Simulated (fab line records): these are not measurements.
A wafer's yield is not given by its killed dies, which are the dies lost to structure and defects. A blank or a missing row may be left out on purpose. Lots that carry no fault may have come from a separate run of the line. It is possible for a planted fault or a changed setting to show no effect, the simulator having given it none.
What tool caused it? + flow sfq-line + 14 lots with 42 wafers sampled at 5 steps, on a route of 325 steps

== WHAT EACH GAUGE READ, for each wafer ==
SFQ_M8_BOW_MEAS_951.
| lot  | measured     | on            | M8_BOW (um) |
|------|--------------|---------------|-------------|
| L115 | day 75 06:49 | film-metro-03 | -9 -5 -6    |
| L116 | day 76 00:50 | film-metro-03 | 20 1 19     |
| L117 | day 76 14:59 | film-metro-01 | 29 17 21    |
| L118 | day 76 18:35 | film-metro-03 | 11 9 14     |
| L119 | day 77 02:34 | film-metro-03 | -19 9 -8    |
| L120 | day 77 17:56 | film-metro-02 | 12 17 4     |
| L121 | day 77 19:07 | film-metro-02 | -1 -2 -15   |
| L129 | day 85 20:45 | film-metro-01 | 9 5 17      |
| L130 | day 86 00:20 | film-metro-03 | 24 20 21    |
| L131 | day 87 15:08 | film-metro-02 | -6 1 -12    |
| L133 | day 88 12:08 | film-metro-01 | 19 23 16    |
| L135 | day 90 13:21 | film-metro-03 | 24 15 27    |
| L136 | day 90 20:32 | film-metro-03 | 2 -9 9      |
| L137 | day 90 21:45 | film-metro-03 | -5 1 9      |

== TOOL THAT RAN EACH LOT (tool first, then ch and the chambers of the sampled wafers, then the start) ==
| lot  | SFQ_TRILAYER_M0_BARC_OPEN_METAL_ETCH_031 | SFQ_TRILAYER_I6_DEP_PECVD_165   | SFQ_TRILAYER_I6_CMP_CMP_166   | SFQ_TRILAYER_I6_VIA_BARC_OPEN_VIA_ETCH_235 |
|------|------------------------------------------|---------------------------------|-------------------------------|--------------------------------------------|
| L115 | rie-metal-04 ch 0,1, day 8 18:44         | pecvd-02 ch 0,1, day 65 13:42   | cmp-02 ch 0,2,3, day 65 19:22 | rie-diel-04 ch 1,2,3, day 70 03:04         |
| L116 | rie-metal-03 ch 0,1, day 9 08:58         | pecvd-02 ch 0,2, day 70 17:24   | cmp-02 ch 0,1,2, day 70 17:29 | rie-diel-04 ch 0,3, day 74 18:32           |
| L117 | rie-metal-02 ch 0,1, day 9 10:08         | pecvd-03 ch 0,1,2, day 70 22:01 | cmp-02 ch 1,2,3, day 70 22:05 | rie-diel-03 ch 1,2,3, day 74 23:20         |
| L118 | rie-metal-03 ch 0,1, day 9 13:44         | pecvd-04 ch 0,2, day 71 00:10   | cmp-01 ch 2,3, day 71 00:15   | rie-diel-04 ch 0,1,2, day 75 01:44         |
| L119 | rie-metal-04 ch 0, day 9 18:32           | pecvd-03 ch 0,1,2, day 71 03:45 | cmp-01 ch 0,1, day 71 03:50   | rie-diel-02 ch 0,1, day 75 05:20           |
| L120 | rie-metal-02 ch 0, day 10 01:17          | pecvd-02 ch 0,1, day 71 07:32   | cmp-01 ch 2,3, day 71 07:37   | rie-diel-03 ch 0,1,3, day 75 07:44         |
| L121 | rie-metal-04 ch 0,1, day 10 02:29        | pecvd-02 ch 0,1,2, day 71 09:56 | cmp-02 ch 0,2,3, day 71 11:31 | rie-diel-03 ch 0,3, day 75 11:20           |
| L129 | rie-metal-03 ch 0,1, day 12 05:20        | pecvd-02 ch 0,1, day 76 00:23   | cmp-01 ch 2,3, day 76 00:28   | rie-diel-02 ch 0,1,3, day 76 21:51         |
| L130 | rie-metal-04 ch 0, day 12 12:23          | pecvd-02 ch 0,2, day 76 09:53   | cmp-01 ch 2,3, day 76 10:28   | rie-diel-02 ch 0,2,3, day 79 03:59         |
| L131 | rie-metal-02 ch 0,1, day 12 20:47        | pecvd-03 ch 0,1,2, day 76 18:20 | cmp-02 ch 2,3, day 76 18:52   | rie-diel-02 ch 0,2,3, day 80 02:54         |
| L133 | rie-metal-04 ch 0,1, day 13 18:37        | pecvd-04 ch 0,2, day 77 01:29   | cmp-02 ch 0,3, day 77 02:04   | rie-diel-03 ch 0,1, day 80 07:42           |
| L135 | rie-metal-04 ch 0,1, day 18 23:19        | pecvd-03 ch 0,1, day 77 08:41   | cmp-01 ch 0,1, day 77 13:22   | rie-diel-03 ch 0,2,3, day 80 17:18         |
| L136 | rie-metal-03 ch 0,1, day 19 11:19        | pecvd-03 ch 0,1, day 77 13:13   | cmp-01 ch 1,2,3, day 77 18:52 | rie-diel-02 ch 0,1,2, day 81 00:02         |
| L137 | rie-metal-03 ch 0,1, day 19 14:55        | pecvd-04 ch 0,1,2, day 77 15:37 | cmp-02 ch 1,2,3, day 77 20:43 | rie-diel-04 ch 0,2, day 81 01:14           |
- SFQ_TRILAYER_M0_BARC_OPEN_METAL_ETCH_031: etches BARC in O2, target depth 125 nm, time 41.7 s.
- SFQ_TRILAYER_I6_DEP_PECVD_165: deposits SiO2 from SiH4/N2O, time 111.11 s, target thk 500 nm.
- SFQ_TRILAYER_I6_CMP_CMP_166: polishes SiO2.
- SFQ_TRILAYER_I6_VIA_BARC_OPEN_VIA_ETCH_235: etches BARC in O2, target depth 125 nm, time 41.7 s.

== WHAT THE TOOLS THEMSELVES READ (means of the sampled wafers that have a number; where no wafer has one, the mark that the record gives instead) ==
SFQ_TRILAYER_M0_BARC_OPEN_METAL_ETCH_031.
| lot  | tool         | bias-w (W) | drypump-motor-current-A (A) | oes-product-au (a.u.) | rf-fwd-power-W (W) |
|------|--------------|------------|-----------------------------|-----------------------|--------------------|
| L115 | rie-metal-04 | 79.84      | 5.8                         | 0.682                 | 594.2              |
| L116 | rie-metal-03 | 80.02      | 5.2                         | 0.688                 | 595.0              |
| L117 | rie-metal-02 | 79.99      | 5.2                         | 0.687                 | 589.2              |
| L118 | rie-metal-03 | 79.82      | 5.2                         | 0.684                 | 595.4              |
| L119 | rie-metal-04 | 80.21      | 5.7                         | 0.684                 | 595.5              |
| L120 | rie-metal-02 | 79.81      | 5.0                         | 0.685                 | 592.0              |
| L121 | rie-metal-04 | 79.83      | 5.8                         | 0.683                 | 593.0              |
| L129 | rie-metal-03 | 79.70      | 5.2                         | 0.690                 | 595.0              |
| L130 | rie-metal-04 | 80.24      | 5.7                         | 0.690                 | 595.8              |
| L131 | rie-metal-02 | 79.93      | 5.2                         | 0.685                 | 591.1              |
| L133 | rie-metal-04 | 80.02      | 5.8                         | 0.688                 | 593.8              |
| L135 | rie-metal-04 | 79.96      | 5.8                         | 0.684                 | 592.5              |
| L136 | rie-metal-03 | 80.02      | 5.2                         | 0.682                 | 597.5              |
| L137 | rie-metal-03 | 79.96      | 5.2                         | 0.687                 | 594.8              |

SFQ_TRILAYER_I6_DEP_PECVD_165.
| lot  | tool     | heater-power-w (W) | rf-fwd-power-W (W) | run-length-s (s) | susceptor-temp-C (C) | throttle-valve-pct (%) |
|------|----------|--------------------|--------------------|------------------|----------------------|------------------------|
| L115 | pecvd-02 | 102                | 182.4              | 139.5            | 149.99               | 24.8                   |
| L116 | pecvd-02 | 95                 | 182.3              | 139.3            | 150.12               | 24.2                   |
| L117 | pecvd-03 | 93                 | 182.0              | 138.6            | 149.97               | 24.7                   |
| L118 | pecvd-04 | 83                 | 181.2              | 138.8            | 150.13               | 24.0                   |
| L119 | pecvd-03 | 92                 | 182.4              | 138.8            | 150.00               | 24.7                   |
| L120 | pecvd-02 | 106                | 181.9              | 139.4            | 150.23               | 24.9                   |
| L121 | pecvd-02 | 100                | 182.6              | 139.3            | 149.88               | 25.2                   |
| L129 | pecvd-02 | 98                 | 182.3              | 135.5            | 150.22               | 26.1                   |
| L130 | pecvd-02 | 107                | 182.9              | 135.2            | 150.05               | 23.9                   |
| L131 | pecvd-03 | 96                 | 182.6              | 138.6            | 150.03               | 23.7                   |
| L133 | pecvd-04 | 78                 | 182.2              | 138.9            | 149.93               | 24.7                   |
| L135 | pecvd-03 | 102                | 181.9              | 138.4            | 149.97               | 24.0                   |
| L136 | pecvd-03 | 100                | 182.2              | 138.4            | 149.98               | 24.0                   |
| L137 | pecvd-04 | 79                 | 182.0              | 139.1            | 150.02               | 24.2                   |

SFQ_TRILAYER_I6_CMP_CMP_166.
| lot  | tool   | motor-current-A (A) | platen-rpm (rpm) | time-to-endpoint-s (s) |
|------|--------|---------------------|------------------|------------------------|
| L115 | cmp-02 | 10.7                | 60.02            | 210                    |
| L116 | cmp-02 | 11.0                | 59.99            | 226                    |
| L117 | cmp-02 | 11.5                | 59.95            | 210                    |
| L118 | cmp-01 | 10.2                | 59.98            | 221                    |
| L119 | cmp-01 | 9.6                 | 59.96            | 226                    |
| L120 | cmp-01 | 10.3                | 60.03            | 222                    |
| L121 | cmp-02 | 10.5                | 59.97            | 210                    |
| L129 | cmp-01 | 10.2                | 60.04            | 202                    |
| L130 | cmp-01 | 10.0                | 59.99            | 206                    |
| L131 | cmp-02 | 11.1                | 60.00            | 224                    |
| L133 | cmp-02 | 11.2                | 59.99            | 225                    |
| L135 | cmp-01 | 9.2                 | 59.99            | 216                    |
| L136 | cmp-01 | 9.7                 | 60.00            | 209                    |
| L137 | cmp-02 | 11.4                | 60.00            | 219                    |

SFQ_TRILAYER_I6_VIA_BARC_OPEN_VIA_ETCH_235.
| lot  | tool        | bias-w (W) | drypump-motor-current-A (A) | oes-product-au (a.u.) | rf-fwd-power-W (W) |
|------|-------------|------------|-----------------------------|-----------------------|--------------------|
| L115 | rie-diel-04 | 80.16      | 6.0                         | 0.683                 | 495.9              |
| L116 | rie-diel-04 | 80.00      | 6.2                         | 0.688                 | 494.0              |
| L117 | rie-diel-03 | 79.84      | 5.7                         | 0.686                 | 494.7              |
| L118 | rie-diel-04 | 79.76      | 6.0                         | 0.685                 | 495.9              |
| L119 | rie-diel-02 | 79.83      | 5.3                         | 0.683                 | 498.4              |
| L120 | rie-diel-03 | 80.06      | 5.4                         | 0.685                 | 492.3              |
| L121 | rie-diel-03 | 80.16      | 5.3                         | 0.685                 | 493.8              |
| L129 | rie-diel-02 | 79.92      | 5.4                         | 0.688                 | 495.7              |
| L130 | rie-diel-02 | 80.00      | 5.7                         | 0.684                 | 494.5              |
| L131 | rie-diel-02 | 80.02      | 5.7                         | 0.690                 | 495.9              |
| L133 | rie-diel-03 | 79.92      | 5.6                         | 0.686                 | 492.5              |
| L135 | rie-diel-03 | 80.04      | 5.6                         | 0.685                 | 493.6              |
| L136 | rie-diel-02 | 79.86      | 5.4                         | 0.686                 | 495.7              |
| L137 | rie-diel-04 | 80.07      | 6.0                         | 0.691                 | 495.4              |

== THE ANSWER, worked out from the rows above alone ==
Rule: what is usual is taken from the lots themselves. The widest of any qualifying gaps counts: lots, ordered by their means at a reading, are off when they make up no more than a third of the lots, leave a main group of 4 or more, and stand apart from it by 3 or more times the standard deviation of that group's means. A main group is skipped when, at the precision printed for the reading in the tables above, its means are all equal. Also off: a lot with no number at a reading for which 4 or more lots have one. Any other lot the step has rows for is counted as sound. The gauges are gone through in route order, then the tools' own readings, and for those a lot's mean is taken as printed above. The first step at which some lot is off is used, and at that step the reading that is off furthest; a lot without a number counts as furthest.
Off: L129, L130 (SFQ_TRILAYER_I6_DEP_PECVD_165, run-length-s). The main group: mean 138.9 s, standard deviation 0.37.
If a tool, at that step or one of the process steps before it, ran each lot that is off and ran no sound lot following the first of them, it fits. One fits: pecvd-02 at SFQ_TRILAYER_I6_DEP_PECVD_165. A fault onset in the window from L121 (day 71 09:56, its last sound lot) to L129 (day 76 00:23, its first lot off) fits.
On the lots that are off, the tool's own readings at SFQ_TRILAYER_I6_DEP_PECVD_165 differ by more than 5 times the standard deviation of the sound lots' means, which bears it out; run-length-s reads 135.3 s there versus 138.9 s on the sound lots.

== WHAT THE SIMULATOR HAD PUT IN ==
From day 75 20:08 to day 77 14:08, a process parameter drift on pecvd-02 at SFQ_TRILAYER_I6_DEP_PECVD_165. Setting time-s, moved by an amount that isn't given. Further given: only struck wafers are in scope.
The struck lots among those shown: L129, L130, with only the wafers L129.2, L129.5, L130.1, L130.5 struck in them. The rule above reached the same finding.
